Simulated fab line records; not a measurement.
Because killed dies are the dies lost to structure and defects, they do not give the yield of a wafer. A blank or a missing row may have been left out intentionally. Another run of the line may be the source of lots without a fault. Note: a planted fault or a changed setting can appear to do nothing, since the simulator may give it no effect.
Struck lot and sound lot, side by side || flow sky130 || 22 steps out of a route of 708
Sound: these wafers, L642.1, L642.3, L642.5. Struck: wafers L645.2, L645.3, L645.6. The cause is given at the end.
Order at every step that has rows: each side's tool, ch and its chambers, its first start. Under that, the readings that differ: sound wafers || struck wafers || difference of the means || sigmas: that difference in standard deviations of wafers without a fault.
alike: readings whose means differ by less than 2 such deviations, and words and numbers that are the same on both sides. not compared: withheld readings, readings that some wafer has no value for, bounds like >300 that may hide the same value, and numbers for which the record gives no deviation and whose values overlap.
A row with sigmas, a row that says differs or no value, or rows on one side alone: a step with any of these is where the two part. Numbers that don't overlap but have no deviation are shown without sigmas and don't part them. Lack of a reading on every wafer of one side parts them only where that side has two or more wafers.

SKY_POLY_GATE_THK_MEAS_21:
  sound: film_metro-01 at day 19 20:10; struck: film_metro-01 at day 20 12:14
  alike: POLY_GATE_OXIDATION_THK
SKY_POLY_GATE_CD_MEAS_22:
  sound: cd_sem-01 at day 19 20:14; struck: cd_sem-01 at day 20 12:19
  alike: cd_nm
then, 7 steps without rows for these wafers: SKY_LDD_N_DEHYDRATE_00 (time 60 s); SKY_LDD_N_HMDS_01 (prime time 60 s); SKY_LDD_N_COAT_02 (resist thk 300 nm); SKY_LDD_N_SOFTBAKE_03 (time 60 s); SKY_LDD_N_EXPOSE_04 (exposes mask NTM, target cd 840 nm); SKY_LDD_N_PEB_05; SKY_LDD_N_DEVELOP_06 (develop time 60 s).
SKY_LDD_N_OVL_MEAS_07:
  sound: overlay-01 at day 21 02:35; struck: overlay-02 at day 21 18:54
  alike: LDD_N_OVL
then, 2 steps without rows for these wafers: SKY_LDD_N_IMPLANT_08; SKY_LDD_N_IMPLANT_09.
SKY_LDD_N_IMPLANT_10:
  sound on implanter-03 ch 0, day 21 02:56; struck on implanter-01 ch 0, day 21 19:34
  alike: beam_energy_keV
then, 5 steps without rows for these wafers: SKY_LDD_N_IMPLANT_11; SKY_LDD_N_IMPLANT_12; SKY_LDD_N_IMPLANT_13; SKY_LDD_N_IMPLANT_14; SKY_LDD_N_IMPLANT_15.
SKY_LDD_N_STRIP_16: strips in O2/N2.
  sound on plasma_asher-02 ch 0,1, day 21 03:50; struck on plasma_asher-02 ch 1, day 21 20:59
{"reading": "strip_time_to_endpoint_s (s)", "sound": "4.305 4.307 4.311", "struck": "4.521 4.532 4.529", "difference": "+0.220", "sigmas": "+18"}
  alike: drypump_motor_current_A, oes_product_au
  not compared: rf_hours_counter_h
SKY_LDD_N_TW_MEAS_17:
  sound: film_metro-04 at day 21 03:56; struck: film_metro-04 at day 21 21:05
{"reading": "LDD_N_TW", "sound": "2568 2586 2579", "struck": "2676 2674 2683", "difference": "+100", "sigmas": "+3"}
then, 1 step without rows for these wafers: SKY_LDD_P_DEHYDRATE_00 (time 60 s).
-- here the record skips 27 days between the struck wafers' starts before and after, leaving off in module LDD_P and picking up in module PAD_OPEN (first step shown: number 708 of the route) --
SKY_PAD_OPEN_PROBE_99:
  sound: prober-01 at day 47 23:47; struck: prober-02 at day 48 09:26
{"reading": "model.etest.tip_n.rs_ohm_sq", "sound": "444.6 447.4 445.7", "struck": "388 390.1 384.5", "difference": -58, "sigmas": ""}
  alike: killed_at_M0_to_M3, killed_at_M4_up, killed_at_contacts, killed_at_front_end, killed_at_other, killed_dies, killed_open, killed_short
  not compared: model.etest.nfet_01v8_swapped.vt_sat_v, model.etest.nfet_01v8_turned.vt_sat_v

WHERE THEY PART
Earliest at SKY_LDD_N_STRIP_16; latest, in this record, at SKY_LDD_N_TW_MEAS_17. Later steps at which nothing parts them and some readings are alike: SKY_PAD_OPEN_PROBE_99.

WHY: whatever the simulator had introduced
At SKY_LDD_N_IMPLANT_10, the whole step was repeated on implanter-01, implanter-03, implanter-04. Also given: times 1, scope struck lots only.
